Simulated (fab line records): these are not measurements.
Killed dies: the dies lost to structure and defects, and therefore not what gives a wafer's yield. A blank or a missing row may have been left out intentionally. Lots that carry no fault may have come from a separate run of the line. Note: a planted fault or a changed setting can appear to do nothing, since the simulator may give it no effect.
A lot that was struck, set against a sound lot ; flow sky130 ; 15 out of 708 route steps
Sound: these wafers, L881.1, L881.3, L881.6. Struck: wafers L887.1, L887.6 (left out: L887.2, a lot-mate that was not struck); the cause follows at the end.
At each step with rows: each side's tool, then ch and its chambers, then its first start. Under that, the readings that differ: sound wafers ; struck wafers ; difference of the means ; sigmas: that difference in standard deviations of wafers without a fault.
alike: readings whose means differ by less than 2 such deviations, and words and numbers that are the same on both sides. not compared: withheld readings, readings that some wafer has no value for, bounds like >300 that may hide the same value, and numbers for which the record gives no deviation and whose values overlap.
Wherever a step has rows on one side only, a row that says differs or no value, or a row with sigmas, the two part there. Numbers that don't overlap but have no deviation are shown without sigmas and don't part them. A reading missing from all wafers of one side parts the sides only when that side holds two or more wafers.

first, 6 steps without rows for these wafers: SKY_CONTACT_ETCH_17 (etches SiO2 in C4F8/O2/Ar, stops on Si3N4, target depth 340 nm); SKY_CONTACT_ETCH_18 (etches Si3N4 in CHF3/O2, stops on TiN, time 39 s, target depth 75 nm); SKY_CONTACT_STRIP_19 (strips in O2/N2); SKY_CONTACT_STRIP_20 (strips in post etch residue remover, time 1200 s); SKY_CONTACT_CLEAN_21 (cleans in IPA, time 180 s); SKY_CONTACT_CLEAN_22 (cleans in O3/DIW).
SKY_CONTACT_SPUTTER_23: material TiN, target thk 20 nm, time 80 s.
  sound on pvd_sputter-03 at day 34 22:49; struck on pvd_sputter-02 at day 37 02:16
  alike: throttle_valve_pct
SKY_CONTACT_CVD_24: deposits W, target thk 340 nm, time 102.12 s.
  sound on cvd_w-01 ch 0,1, day 34 22:52; struck on cvd_w-02 ch 0, day 37 02:20
  alike: heater_power_w
SKY_CONTACT_RS_MEAS_25: uses a four-point probe to measure.
  sound on film_metro-01 at day 34 22:59; struck on film_metro-01 at day 37 02:26
reading;sound;struck;difference;sigmas
CONTACT_W_RS (ohm/sq);0.342 0.347 0.350;0.336 0.334;-0.011;-2
SKY_CONTACT_THK_MEAS_26: measures by xrf.
  sound on film_metro-01 at day 34 23:06; struck on film_metro-01 at day 37 02:34
  alike: CONTACT_W_THK
SKY_CONTACT_CMP_27: polishes, stops on SiO2, t overpolish 15 s, target thk 0 nm.
  sound on cmp-01 ch 1,2,3, day 34 23:10; struck on cmp-02 ch 2,3, day 37 02:40
  alike: motor_current_A, overpolish_run_s, platen_rpm, slurry_flow_ml_min, time_to_endpoint_s
SKY_METAL1_SPUTTER_00: material Ti, target thk 15 nm, time 10 s.
  sound on pvd_sputter-04 at day 34 23:28; struck on pvd_sputter-04 at day 37 02:55
  alike: throttle_valve_pct
SKY_METAL1_SPUTTER_01: material TiN, target thk 20 nm, time 16.7 s.
  sound on pvd_sputter-04 at day 34 23:29; struck on pvd_sputter-04 at day 37 02:56
reading;sound;struck;difference;sigmas
model.TiN_of_METAL1_SPUTTER_01.thk_nm (nm);19.99 19.81 19.62;21.33 21.37;+1.54;
  alike: throttle_valve_pct
SKY_METAL1_SPUTTER_02: material AlCu, target thk 250 nm, time 13.3 s.
  sound on pvd_sputter-04 at day 34 23:31; struck on pvd_sputter-04 at day 37 02:58
  alike: throttle_valve_pct
-- the record jumps here: 13 days lie between the struck wafers' starts before and after (it left off in module METAL1 and takes up again in module PAD_OPEN, whose first step shown is number 708 of the route) --
SKY_PAD_OPEN_PROBE_99:
  sound on prober-01 at day 48 13:40; struck on prober-02 at day 49 22:35
  alike: defect_limited_yield, killed_at_M0_to_M3, killed_at_M4_up, killed_at_contacts, killed_at_front_end, killed_at_other, killed_dies, killed_open, killed_short, sort_bin_3_pad_short, sort_bin_5_function, sort_bin_6_memory, sort_n_pass, sort_yield_pct

== WHERE THEY PART ==
Only at SKY_CONTACT_RS_MEAS_25, as far as this record shows. Later steps at which nothing parts them and some readings are alike: SKY_CONTACT_THK_MEAS_26, SKY_CONTACT_CMP_27, SKY_METAL1_SPUTTER_00, SKY_METAL1_SPUTTER_01, SKY_METAL1_SPUTTER_02, SKY_PAD_OPEN_PROBE_99.

WHY: what the simulator had put in
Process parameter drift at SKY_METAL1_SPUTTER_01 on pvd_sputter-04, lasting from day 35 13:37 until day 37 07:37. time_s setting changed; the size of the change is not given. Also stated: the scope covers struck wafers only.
